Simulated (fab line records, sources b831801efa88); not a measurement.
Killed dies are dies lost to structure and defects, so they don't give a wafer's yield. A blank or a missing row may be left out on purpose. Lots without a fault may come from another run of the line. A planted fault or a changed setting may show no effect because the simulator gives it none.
Which tool did it? | flow gf180mcu | 24 lots, 72 wafers sampled, at 6 steps of a route of 602

WHAT THE GAUGES READ, wafer by wafer
GF_V3_THK_MEAS_01. Usual: V3_CVD_00_THK 599 nm, standard deviation 5.7.
lot  | measured     | on            | V3_CVD_00_THK (nm) | flag
L074 | day 21 09:10 | film_metro-04 | 593 600 595        |
L075 | day 21 14:56 | film_metro-02 | 600 609 599        |
L076 | day 22 03:19 | film_metro-04 | 598 596 598        |
L077 | day 22 15:46 | film_metro-04 | 600 601 593        |
L078 | day 22 21:38 | film_metro-04 | 596 593 595        |
L079 | day 23 08:32 | film_metro-03 | 591 600 592        |
L080 | day 23 19:43 | film_metro-02 | 605 607 603        |
L081 | day 24 06:12 | film_metro-02 | 600 598 604        |
L082 | day 24 12:28 | film_metro-03 | 600 605 603        |
L083 | day 24 18:43 | film_metro-02 | 601 598 604        |
L084 | day 25 06:14 | film_metro-02 | 598 594 597        |
L085 | day 25 07:28 | film_metro-04 | 609 606 613        |
L086 | day 26 01:16 | film_metro-02 | 601 594 603        |
L087 | day 26 02:52 | film_metro-02 | 601 594 591        |
L088 | day 26 09:48 | film_metro-04 | 593 594 602        |
L089 | day 26 16:02 | film_metro-03 | 608 596 597        |
L090 | day 27 01:25 | film_metro-03 | 592 592 596        |
L091 | day 27 05:30 | film_metro-03 | 597 593 598        |
L092 | day 27 13:22 | film_metro-03 | 605 597 598        |
L093 | day 27 19:19 | film_metro-03 | 597 600 597        |
L094 | day 28 03:34 | film_metro-02 | 601 604 602        |
L095 | day 28 07:31 | film_metro-02 | 600 607 600        |
L096 | day 28 14:08 | film_metro-04 | 606 603 603        |
L097 | day 28 20:20 | film_metro-03 | 589 591 594        |

WHICH TOOL RAN EACH LOT (tool, then ch and the chambers of the sampled wafers, then the start)
lot  | GF_DUAL_GATE_STRIP_13                | GF_SALICIDE_RTA_08               | GF_M2_SPUTTER_04             | GF_V2_STRIP_18                       | GF_M3_SPUTTER_01
L074 | plasma_asher-01 ch 0,1, day 8 07:04  | rtp_anneal-01 ch 0, day 15 02:13 | pvd_sputter-02, day 18 03:07 | plasma_asher-01 ch 0,1, day 20 05:41 | pvd_sputter-04, day 20 07:01
L075 | plasma_asher-02 ch 0,1, day 8 13:16  | rtp_anneal-02 ch 0, day 15 08:48 | pvd_sputter-04, day 18 11:02 | plasma_asher-01 ch 0,1, day 20 12:42 | pvd_sputter-01, day 20 14:04
L076 | plasma_asher-04 ch 0,1, day 8 20:55  | rtp_anneal-01 ch 0, day 15 20:04 | pvd_sputter-03, day 18 23:34 | plasma_asher-03 ch 0,1, day 21 01:18 | pvd_sputter-01, day 21 02:40
L077 | plasma_asher-04 ch 0,1, day 9 05:43  | rtp_anneal-02 ch 0, day 16 06:29 | pvd_sputter-04, day 19 11:25 | plasma_asher-01 ch 0,1, day 21 12:59 | pvd_sputter-03, day 21 15:20
L078 | plasma_asher-02 ch 1, day 9 12:53    | rtp_anneal-01 ch 0, day 16 14:41 | pvd_sputter-04, day 19 18:32 | plasma_asher-04 ch 0,1, day 21 19:32 | pvd_sputter-01, day 21 21:53
L079 | plasma_asher-01 ch 0,1, day 9 19:15  | rtp_anneal-01 ch 0, day 17 01:22 | pvd_sputter-03, day 20 06:10 | plasma_asher-04 ch 0,1, day 22 07:37 | pvd_sputter-03, day 22 08:56
L080 | plasma_asher-04 ch 0,1, day 10 03:17 | rtp_anneal-01 ch 0, day 17 11:58 | pvd_sputter-02, day 20 17:12 | plasma_asher-03 ch 0,1, day 22 18:26 | pvd_sputter-01, day 22 19:47
L081 | plasma_asher-01 ch 0,1, day 10 09:44 | rtp_anneal-02 ch 0, day 17 21:36 | pvd_sputter-03, day 21 04:02 | plasma_asher-03 ch 0,1, day 23 05:27 | pvd_sputter-01, day 23 06:47
L082 | plasma_asher-01 ch 0,1, day 10 16:46 | rtp_anneal-01 ch 0, day 18 04:49 | pvd_sputter-02, day 21 11:13 | plasma_asher-03 ch 0,1, day 23 12:14 | pvd_sputter-01, day 23 13:34
L083 | plasma_asher-01 ch 0,1, day 10 23:15 | rtp_anneal-01 ch 0, day 18 12:41 | pvd_sputter-02, day 21 18:53 | plasma_asher-04 ch 0,1, day 23 18:26 | pvd_sputter-01, day 23 19:46
L084 | plasma_asher-04 ch 0,1, day 11 08:33 | rtp_anneal-01 ch 0, day 18 22:52 | pvd_sputter-04, day 22 05:14 | plasma_asher-01 ch 0,1, day 24 05:23 | pvd_sputter-03, day 24 06:44
L085 | plasma_asher-02 ch 0,1, day 11 12:31 | rtp_anneal-01 ch 0, day 19 03:04 | pvd_sputter-04, day 22 08:04 | plasma_asher-04 ch 0,1, day 24 06:54 | pvd_sputter-01, day 24 08:16
L086 | plasma_asher-02 ch 0,1, day 11 20:26 | rtp_anneal-02 ch 0, day 19 21:47 | pvd_sputter-04, day 23 02:58 | plasma_asher-01 ch 0,1, day 25 01:12 | pvd_sputter-03, day 25 02:52
L087 | plasma_asher-04 ch 1, day 12 03:20   | rtp_anneal-02 ch 0, day 20 00:53 | pvd_sputter-03, day 23 05:01 | plasma_asher-04 ch 0,1, day 25 02:48 | pvd_sputter-04, day 25 04:08
L088 | plasma_asher-02 ch 0,1, day 12 08:17 | rtp_anneal-01 ch 0, day 20 08:45 | pvd_sputter-04, day 23 13:13 | plasma_asher-03 ch 0,1, day 25 10:35 | pvd_sputter-03, day 25 11:55
L089 | plasma_asher-01 ch 0,1, day 12 16:20 | rtp_anneal-02 ch 0, day 20 15:55 | pvd_sputter-03, day 23 19:23 | plasma_asher-04 ch 0,1, day 25 16:14 | pvd_sputter-01, day 25 17:37
L090 | plasma_asher-01 ch 0,1, day 13 00:26 | rtp_anneal-02 ch 0, day 21 02:22 | pvd_sputter-04, day 24 05:19 | plasma_asher-03 ch 0,1, day 26 02:20 | pvd_sputter-04, day 26 03:40
L091 | plasma_asher-01 ch 0,1, day 13 06:00 | rtp_anneal-02 ch 0, day 21 08:08 | pvd_sputter-04, day 24 10:11 | plasma_asher-04 ch 0,1, day 26 06:34 | pvd_sputter-01, day 26 07:54
L092 | plasma_asher-02 ch 0,1, day 13 12:48 | rtp_anneal-01 ch 0, day 21 16:41 | pvd_sputter-02, day 24 17:45 | plasma_asher-04 ch 0,1, day 26 14:50 | pvd_sputter-01, day 26 16:10
L093 | plasma_asher-02 ch 0,1, day 13 18:51 | rtp_anneal-02 ch 0, day 21 22:50 | pvd_sputter-03, day 25 00:06 | plasma_asher-03 ch 0,1, day 26 20:37 | pvd_sputter-01, day 26 21:57
L094 | plasma_asher-01 ch 0,1, day 14 03:33 | rtp_anneal-01 ch 0, day 22 09:49 | pvd_sputter-04, day 25 09:56 | plasma_asher-03 ch 0,1, day 27 05:48 | pvd_sputter-04, day 27 07:10
L095 | plasma_asher-04 ch 0,1, day 14 10:46 | rtp_anneal-02 ch 0, day 22 16:08 | pvd_sputter-03, day 25 15:05 | plasma_asher-04 ch 0,1, day 27 09:31 | pvd_sputter-01, day 27 10:53
L096 | plasma_asher-02 ch 0,1, day 14 18:42 | rtp_anneal-01 ch 0, day 22 21:44 | pvd_sputter-02, day 25 21:08 | plasma_asher-01 ch 0,1, day 27 16:35 | pvd_sputter-01, day 27 17:55
L097 | plasma_asher-02 ch 0,1, day 14 21:38 | rtp_anneal-01 ch 0, day 23 04:53 | pvd_sputter-03, day 26 03:23 | plasma_asher-03 ch 0,1, day 27 22:38 | pvd_sputter-01, day 28 00:00
- GF_DUAL_GATE_STRIP_13: strips in O2/N2.
- GF_SALICIDE_RTA_08: time 30 s.
- GF_M2_SPUTTER_04: material TiN, target thk 50 nm, time 41.7 s.
- GF_V2_STRIP_18: strips in O2/N2.
- GF_M3_SPUTTER_01: material TiN, target thk 30 nm, time 25 s.

WHAT THE TOOLS THEMSELVES READ (means of the sampled wafers that have a number; where no wafer has one, the mark that the record gives instead)
GF_DUAL_GATE_STRIP_13. Usual: drypump_motor_current_A 5.8 A, standard deviation 0.4; heater_power_w 323 W, standard deviation 43; o2_flow_sccm 3000 sccm, standard deviation 9.7; oes_product_au 0.716 a.u., standard deviation 0.0049; strip_time_to_endpoint_s 12.642 s, standard deviation 0.03.
lot  | tool            | drypump_motor_current_A (A) | heater_power_w (W) | o2_flow_sccm (sccm) | oes_product_au (a.u.) | strip_time_to_endpoint_s (s) | flag
L074 | plasma_asher-01 | 5.6                         | 309                | 3000                | 0.718                 | 12.640                       |
L075 | plasma_asher-02 | 5.6                         | 332                | 3003                | 0.717                 | 12.606                       |
L076 | plasma_asher-04 | 6.3                         | 322                | 3004                | 0.718                 | 12.619                       |
L077 | plasma_asher-04 | 6.0                         | 326                | 3001                | 0.714                 | 12.619                       |
L078 | plasma_asher-02 | 5.4                         | 400                | 2991                | 0.716                 | 12.609                       |
L079 | plasma_asher-01 | 5.5                         | 303                | 2996                | 0.714                 | 12.642                       |
L080 | plasma_asher-04 | 6.3                         | 322                | 3003                | 0.718                 | 12.700                       |
L081 | plasma_asher-01 | 5.5                         | 307                | 2999                | 0.716                 | 12.637                       |
L082 | plasma_asher-01 | 5.8                         | 281                | 3014                | 0.717                 | 12.638                       |
L083 | plasma_asher-01 | 5.6                         | 307                | 2992                | 0.718                 | 12.652                       |
L084 | plasma_asher-04 | 6.1                         | 331                | 2995                | 0.716                 | 12.659                       |
L085 | plasma_asher-02 | 5.7                         | 329                | 3015                | 0.715                 | 12.640                       |
L086 | plasma_asher-02 | 5.7                         | 327                | 3000                | 0.715                 | 12.636                       |
L087 | plasma_asher-04 | 6.5                         | 327                | 3000                | 0.716                 | 12.628                       |
L088 | plasma_asher-02 | 5.5                         | 365                | 3000                | 0.718                 | 12.638                       |
L089 | plasma_asher-01 | 5.8                         | 290                | 2998                | 0.717                 | 12.639                       |
L090 | plasma_asher-01 | 5.5                         | 307                | 2998                | 0.711                 | 12.655                       |
L091 | plasma_asher-01 | 5.8                         | 290                | 2999                | 0.716                 | 12.636                       |
L092 | plasma_asher-02 | 5.6                         | 364                | 2993                | 0.718                 | 12.651                       |
L093 | plasma_asher-02 | 5.6                         | 331                | 2999                | 0.719                 | 12.631                       |
L094 | plasma_asher-01 | 5.8                         | 288                | 3002                | 0.716                 | 12.678                       |
L095 | plasma_asher-04 | 6.1                         | 329                | 2997                | 0.719                 | 12.707                       |
L096 | plasma_asher-02 | 5.6                         | 365                | 3011                | 0.715                 | 12.633                       |
L097 | plasma_asher-02 | 5.5                         | 363                | 2993                | 0.717                 | 12.629                       |

GF_SALICIDE_RTA_08. Usual: anneal_temp_c_max 803.2, standard deviation 0.88; lamp_power_pct 16.88 %, standard deviation 0.29; wafer_temp_C_max 802.8, standard deviation 0.6.
lot  | tool          | anneal_temp_c_max | lamp_power_pct (%) | wafer_temp_C_max | flag
L074 | rtp_anneal-01 | 803.6             | 16.66              | 802.7            |
L075 | rtp_anneal-02 | 802.2             | 17.23              | 802.7            |
L076 | rtp_anneal-01 | 803.4             | 16.64              | 803.4            |
L077 | rtp_anneal-02 | 803.0             | 17.24              | 803.0            |
L078 | rtp_anneal-01 | 803.6             | 16.64              | 803.2            |
L079 | rtp_anneal-01 | 803.6             | 16.63              | 802.8            |
L080 | rtp_anneal-01 | 803.3             | 16.64              | 802.9            |
L081 | rtp_anneal-02 | 802.8             | 17.23              | 802.6            |
L082 | rtp_anneal-01 | 804.4             | 16.64              | 802.4            |
L083 | rtp_anneal-01 | 804.1             | 16.63              | 802.8            |
L084 | rtp_anneal-01 | 803.9             | 16.61              | 803.5            |
L085 | rtp_anneal-01 | 803.8             | 16.64              | 802.7            |
L086 | rtp_anneal-02 | 801.7             | 17.24              | 802.4            |
L087 | rtp_anneal-02 | 802.2             | 17.23              | 802.7            |
L088 | rtp_anneal-01 | 803.7             | 16.64              | 802.5            |
L089 | rtp_anneal-02 | 802.5             | 17.23              | 802.8            |
L090 | rtp_anneal-02 | 802.6             | 17.22              | 802.8            |
L091 | rtp_anneal-02 | 802.1             | 17.24              | 802.7            |
L092 | rtp_anneal-01 | 804.5             | 16.63              | 803.6            |
L093 | rtp_anneal-02 | 802.4             | 17.22              | 802.9            |
L094 | rtp_anneal-01 | 804.3             | 16.63              | 802.5            |
L095 | rtp_anneal-02 | 802.6             | 17.21              | 802.8            |
L096 | rtp_anneal-01 | 803.3             | 16.63              | 802.7            |
L097 | rtp_anneal-01 | 803.7             | 16.64              | 802.6            |

GF_M2_SPUTTER_04. Usual: cathode_dc_power_W 6499.9 W, standard deviation 1.2; throttle_valve_pct 29.9 %, standard deviation 1.
lot  | tool           | cathode_dc_power_W (W) | throttle_valve_pct (%) | flag
L074 | pvd_sputter-02 | 6499.0                 | 30.2                   |
L075 | pvd_sputter-04 | 6499.4                 | 29.6                   |
L076 | pvd_sputter-03 | 6500.3                 | 30.4                   |
L077 | pvd_sputter-04 | 6500.5                 | 29.5                   |
L078 | pvd_sputter-04 | 6499.8                 | 29.5                   |
L079 | pvd_sputter-03 | 6500.1                 | 30.1                   |
L080 | pvd_sputter-02 | 6499.3                 | 30.1                   |
L081 | pvd_sputter-03 | 6499.5                 | 31.0                   |
L082 | pvd_sputter-02 | 6499.7                 | 30.2                   |
L083 | pvd_sputter-02 | 6498.8                 | 30.2                   |
L084 | pvd_sputter-04 | 6500.0                 | 29.7                   |
L085 | pvd_sputter-04 | 6498.9                 | 30.2                   |
L086 | pvd_sputter-04 | 6501.2                 | 28.7                   |
L087 | pvd_sputter-03 | 6498.8                 | 30.3                   |
L088 | pvd_sputter-04 | 6500.3                 | 29.5                   |
L089 | pvd_sputter-03 | 6499.9                 | 30.7                   |
L090 | pvd_sputter-04 | 6499.7                 | 29.8                   |
L091 | pvd_sputter-04 | 6500.2                 | 30.7                   |
L092 | pvd_sputter-02 | 6499.3                 | 30.2                   |
L093 | pvd_sputter-03 | 6500.6                 | 30.7                   |
L094 | pvd_sputter-04 | 6499.0                 | 29.8                   |
L095 | pvd_sputter-03 | 6501.0                 | 30.7                   |
L096 | pvd_sputter-02 | 6499.1                 | 29.9                   |
L097 | pvd_sputter-03 | 6499.8                 | 30.1                   |

GF_V2_STRIP_18. Usual: drypump_motor_current_A 5.9 A, standard deviation 0.45; heater_power_w 329 W, standard deviation 27; o2_flow_sccm 2996 sccm, standard deviation 8.2; oes_product_au 0.593 a.u., standard deviation 0.0048.
lot  | tool            | drypump_motor_current_A (A) | heater_power_w (W) | o2_flow_sccm (sccm) | oes_product_au (a.u.) | flag
L074 | plasma_asher-01 | 5.8                         | 289                | 2999                | 0.593                 |
L075 | plasma_asher-01 | 5.5                         | 307                | 2993                | 0.591                 |
L076 | plasma_asher-03 | 5.5                         | 346                | 2995                | 0.598                 |
L077 | plasma_asher-01 | 5.6                         | 305                | 2994                | 0.595                 |
L078 | plasma_asher-04 | 6.1                         | 327                | 2995                | 0.597                 |
L079 | plasma_asher-04 | 6.3                         | 324                | 2995                | 0.596                 |
L080 | plasma_asher-03 | 5.7                         | 356                | 3002                | 0.592                 |
L081 | plasma_asher-03 | 5.5                         | 349                | 2999                | 0.590                 |
L082 | plasma_asher-03 | 5.5                         | 355                | 2992                | 0.596                 |
L083 | plasma_asher-04 | 6.1                         | 329                | 2998                | 0.589                 |
L084 | plasma_asher-01 | 5.6                         | 311                | 2994                | 0.595                 |
L085 | plasma_asher-04 | 6.3                         | 328                | 2993                | 0.594                 |
L086 | plasma_asher-01 | 5.5                         | 307                | 2996                | 0.585                 |
L087 | plasma_asher-04 | 6.1                         | 323                | 2992                | 0.599                 |
L088 | plasma_asher-03 | 5.5                         | 352                | 2998                | 0.596                 |
L089 | plasma_asher-04 | 6.3                         | 322                | 3009                | 0.595                 |
L090 | plasma_asher-03 | 5.5                         | 350                | 2997                | 0.592                 |
L091 | plasma_asher-04 | 6.1                         | 330                | 2983                | 0.591                 |
L092 | plasma_asher-04 | 6.3                         | 327                | 3000                | 0.590                 |
L093 | plasma_asher-03 | 5.5                         | 351                | 3005                | 0.590                 |
L094 | plasma_asher-03 | 5.8                         | 361                | 2994                | 0.591                 |
L095 | plasma_asher-04 | 6.3                         | 322                | 2994                | 0.591                 |
L096 | plasma_asher-01 | 5.8                         | 287                | 2991                | 0.589                 |
L097 | plasma_asher-03 | 5.8                         | 351                | 2998                | 0.587                 |

GF_M3_SPUTTER_01. Usual: cathode_dc_power_W 6500.1 W, standard deviation 1.2; throttle_valve_pct 29.8 %, standard deviation 1.3.
lot  | tool           | cathode_dc_power_W (W) | throttle_valve_pct (%) | flag
L074 | pvd_sputter-04 | 6500.3                 | 29.4                   |
L075 | pvd_sputter-01 | 6500.4                 | 29.9                   |
L076 | pvd_sputter-01 | 6499.4                 | 29.8                   |
L077 | pvd_sputter-03 | 6499.5                 | 30.6                   |
L078 | pvd_sputter-01 | 6499.8                 | 29.8                   |
L079 | pvd_sputter-03 | 6499.1                 | 30.7                   |
L080 | pvd_sputter-01 | 6500.0                 | 30.2                   |
L081 | pvd_sputter-01 | 6500.6                 | 30.0                   |
L082 | pvd_sputter-01 | 6501.4                 | 29.3                   |
L083 | pvd_sputter-01 | 6499.1                 | 28.9                   |
L084 | pvd_sputter-03 | 6498.8                 | 30.3                   |
L085 | pvd_sputter-01 | 6499.1                 | 29.3                   |
L086 | pvd_sputter-03 | 6500.4                 | 30.6                   |
L087 | pvd_sputter-04 | 6498.5                 | 29.9                   |
L088 | pvd_sputter-03 | 6499.8                 | 30.3                   |
L089 | pvd_sputter-01 | 6500.0                 | 29.2                   |
L090 | pvd_sputter-04 | 6500.4                 | 28.6                   |
L091 | pvd_sputter-01 | 6499.6                 | 29.0                   |
L092 | pvd_sputter-01 | 6500.4                 | 30.0                   |
L093 | pvd_sputter-01 | 6500.6                 | 29.1                   |
L094 | pvd_sputter-04 | 6500.4                 | 28.8                   |
L095 | pvd_sputter-01 | 6501.0                 | 30.0                   |
L096 | pvd_sputter-01 | 6499.9                 | 29.8                   |
L097 | pvd_sputter-01 | 6500.7                 | 30.7                   |

THE ANSWER, worked out from the rows above alone
Rule: a lot is off if the mean of its wafers that have a number lies more than 3 standard deviations from the usual mean. A lot without any number at a reading at which 4 lots or more have one is off too. The other lots that the step has rows for count as sound. The gauges are gone through in route order, then the tools' own readings, and for those a lot's mean is taken as printed above. The first step at which some lot is off is used, and at that step the reading that is off furthest; a lot without a number counts as furthest.
No lot is off at any reading shown: from this, nothing can be told.

WHAT THE SIMULATOR HAD PUT IN
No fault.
